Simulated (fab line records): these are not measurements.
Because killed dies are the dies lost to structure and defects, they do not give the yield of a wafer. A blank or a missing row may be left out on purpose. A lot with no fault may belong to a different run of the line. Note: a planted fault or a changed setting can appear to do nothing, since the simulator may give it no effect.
The tool behind it: which one? / flow sky130 / 12 lots, 36 wafers sampled, at 3 steps of a route of 708

WHAT EACH GAUGE READ, for each wafer
SKY_NWELL_TW_MEAS_26. Usual: for NWELL_2_TW the level is 498 and the standard deviation is 4.1.
lot=L787; measured=day 6 00:22; on=film-metro-04; NWELL_2_TW=494 497 494; flag=
lot=L789; measured=day 6 01:33; on=film-metro-04; NWELL_2_TW=498 500 499; flag=
lot=L788; measured=day 6 01:52; on=film-metro-03; NWELL_2_TW=497 499 500; flag=
lot=L791; measured=day 6 12:40; on=film-metro-01; NWELL_2_TW=500 500 501; flag=
lot=L794; measured=day 7 03:59; on=film-metro-01; NWELL_2_TW=500 500 500; flag=
lot=L795; measured=day 7 10:25; on=film-metro-03; NWELL_2_TW=524 525 527 525 524 525; flag=OFF
lot=L796; measured=day 7 13:05; on=film-metro-01; NWELL_2_TW=528 528 528 529 530 529; flag=OFF
lot=L798; measured=day 8 01:25; on=film-metro-03; NWELL_2_TW=502 502 503; flag=
lot=L800; measured=day 8 18:16; on=film-metro-04; NWELL_2_TW=518 518 520 521 517 520; flag=OFF
lot=L806; measured=day 10 03:00; on=film-metro-04; NWELL_2_TW=493 494 491; flag=
lot=L807; measured=day 10 07:55; on=film-metro-01; NWELL_2_TW=506 502 503; flag=
lot=L810; measured=day 11 10:16; on=film-metro-01; NWELL_2_TW=497 495 498; flag=

SKY_SONOS_ONO_THK_MEAS_01. Usual: for SONOS_ONO_OXIDATION_THK the level is 2.58 nm and the standard deviation is 0.051.
lot=L787; measured=day 12 09:02; on=film-metro-03; SONOS_ONO_OXIDATION_THK (nm)=2.63 2.58 2.64; flag=
lot=L789; measured=day 12 09:04; on=film-metro-01; SONOS_ONO_OXIDATION_THK (nm)=2.66 2.65 2.54; flag=
lot=L788; measured=day 12 09:02; on=film-metro-02; SONOS_ONO_OXIDATION_THK (nm)=2.49 2.54 2.51; flag=
lot=L791; measured=day 12 21:26; on=film-metro-01; SONOS_ONO_OXIDATION_THK (nm)=2.49 2.52 2.53; flag=
lot=L794; measured=day 13 21:29; on=film-metro-01; SONOS_ONO_OXIDATION_THK (nm)=2.62 2.61 2.60; flag=
lot=L795; measured=day 14 07:26; on=film-metro-03; SONOS_ONO_OXIDATION_THK (nm)=2.49 2.46 2.51; flag=
lot=L796; measured=day 14 08:49; on=film-metro-03; SONOS_ONO_OXIDATION_THK (nm)=2.49 2.51 2.52; flag=
lot=L798; measured=day 14 23:38; on=film-metro-03; SONOS_ONO_OXIDATION_THK (nm)=2.58 2.55 2.60; flag=
lot=L800; measured=day 15 23:10; on=film-metro-03; SONOS_ONO_OXIDATION_THK (nm)=2.55 2.58 2.65; flag=
lot=L806; measured=day 17 19:39; on=film-metro-02; SONOS_ONO_OXIDATION_THK (nm)=2.57 2.60 2.60; flag=
lot=L807; measured=day 18 00:54; on=film-metro-01; SONOS_ONO_OXIDATION_THK (nm)=2.62 2.66 2.59; flag=
lot=L810; measured=day 19 10:35; on=film-metro-02; SONOS_ONO_OXIDATION_THK (nm)=2.61 2.61 2.58; flag=

TOOL THAT RAN EACH LOT (tool first, then ch and the chambers of the sampled wafers, then the start)
lot=L787; SKY_NWELL_IMPLANT_24=implanter-03 ch 0, day 6 00:08
lot=L789; SKY_NWELL_IMPLANT_24=implanter-02 ch 0, day 6 01:20
lot=L788; SKY_NWELL_IMPLANT_24=implanter-01 ch 0, day 6 01:37
lot=L791; SKY_NWELL_IMPLANT_24=implanter-03 ch 0, day 6 12:25
lot=L794; SKY_NWELL_IMPLANT_24=implanter-02 ch 0, day 7 03:44
lot=L795; SKY_NWELL_IMPLANT_24=implanter-02 ch 0, day 7 10:10
lot=L796; SKY_NWELL_IMPLANT_24=implanter-02 ch 0, day 7 12:52
lot=L798; SKY_NWELL_IMPLANT_24=implanter-03 ch 0, day 8 01:11
lot=L800; SKY_NWELL_IMPLANT_24=implanter-02 ch 0, day 8 18:02
lot=L806; SKY_NWELL_IMPLANT_24=implanter-01 ch 0, day 10 02:45
lot=L807; SKY_NWELL_IMPLANT_24=implanter-03 ch 0, day 10 07:41
lot=L810; SKY_NWELL_IMPLANT_24=implanter-01 ch 0, day 11 10:01
- SKY_NWELL_IMPLANT_24

WHAT THE TOOLS THEMSELVES READ (means of the sampled wafers that have a number; where no wafer has one, the mark that the record gives instead)
SKY_NWELL_IMPLANT_24. Usual: dose-ions-cm2 9.202e+12, standard deviation 9.9e+09; faraday-current-uA 51.8, standard deviation 1.
lot=L787 tool=implanter-03 dose-ions-cm2=9.208e+12 faraday-current-uA=51.6 flag=
lot=L789 tool=implanter-02 dose-ions-cm2=9.216e+12 faraday-current-uA=52.0 flag=
lot=L788 tool=implanter-01 dose-ions-cm2=9.190e+12 faraday-current-uA=52.3 flag=
lot=L791 tool=implanter-03 dose-ions-cm2=9.214e+12 faraday-current-uA=51.9 flag=
lot=L794 tool=implanter-02 dose-ions-cm2=9.204e+12 faraday-current-uA=51.7 flag=
lot=L795 tool=implanter-02 dose-ions-cm2=1.086e+13 faraday-current-uA=60.8 flag=OFF
lot=L796 tool=implanter-02 dose-ions-cm2=1.087e+13 faraday-current-uA=61.4 flag=OFF
lot=L798 tool=implanter-03 dose-ions-cm2=9.201e+12 faraday-current-uA=51.6 flag=
lot=L800 tool=implanter-02 dose-ions-cm2=1.087e+13 faraday-current-uA=60.7 flag=OFF
lot=L806 tool=implanter-01 dose-ions-cm2=9.184e+12 faraday-current-uA=52.8 flag=
lot=L807 tool=implanter-03 dose-ions-cm2=9.203e+12 faraday-current-uA=51.0 flag=
lot=L810 tool=implanter-01 dose-ions-cm2=9.207e+12 faraday-current-uA=52.1 flag=

THE ANSWER, worked out from the rows above alone
Rule: take the mean of a lot's wafers that have a number; if it is more than 3 standard deviations from the usual mean, the lot is off. Also off: a lot with no number at a reading for which 4 or more lots have one. All remaining lots with rows at the step are treated as sound. The gauges are gone through in route order, then the tools' own readings, and for those a lot's mean is taken as printed above. At the first step where some lot is off, the reading lying furthest off is the one used; lots without a number count as furthest.
Off: at SKY_NWELL_TW_MEAS_26 (NWELL_2_TW), L795, L796, L800.
If a tool, at a process step before that reading, ran all the lots that are off and no sound lot after the first of them, it fits. The gauges at SKY_NWELL_TW_MEAS_26 aren't tried: what is off there is off at SKY_NWELL_IMPLANT_24 too, on other tools, and a gauge's error can't cause that. One fits: implanter-02 at SKY_NWELL_IMPLANT_24. A fault onset in the window from L794 (day 7 03:44, its last sound lot) to L795 (day 7 10:10, its first lot off) fits.
The tool's own readings at SKY_NWELL_IMPLANT_24 bear it out: on the lots that are off they differ by more than 5 times the standard deviation of the sound lots' means. dose-ions-cm2 reads 1.087e+13 there against 9.203e+12 on the sound lots; faraday-current-uA reads 61.0 there against 51.9 on the sound lots.

WHAT THE SIMULATOR PUT IN
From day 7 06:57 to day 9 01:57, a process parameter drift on implanter-02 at SKY_NWELL_IMPLANT_24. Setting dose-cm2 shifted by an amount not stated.
Shown lots that were struck: L795, L796, L800. This agrees with what the rule above found.
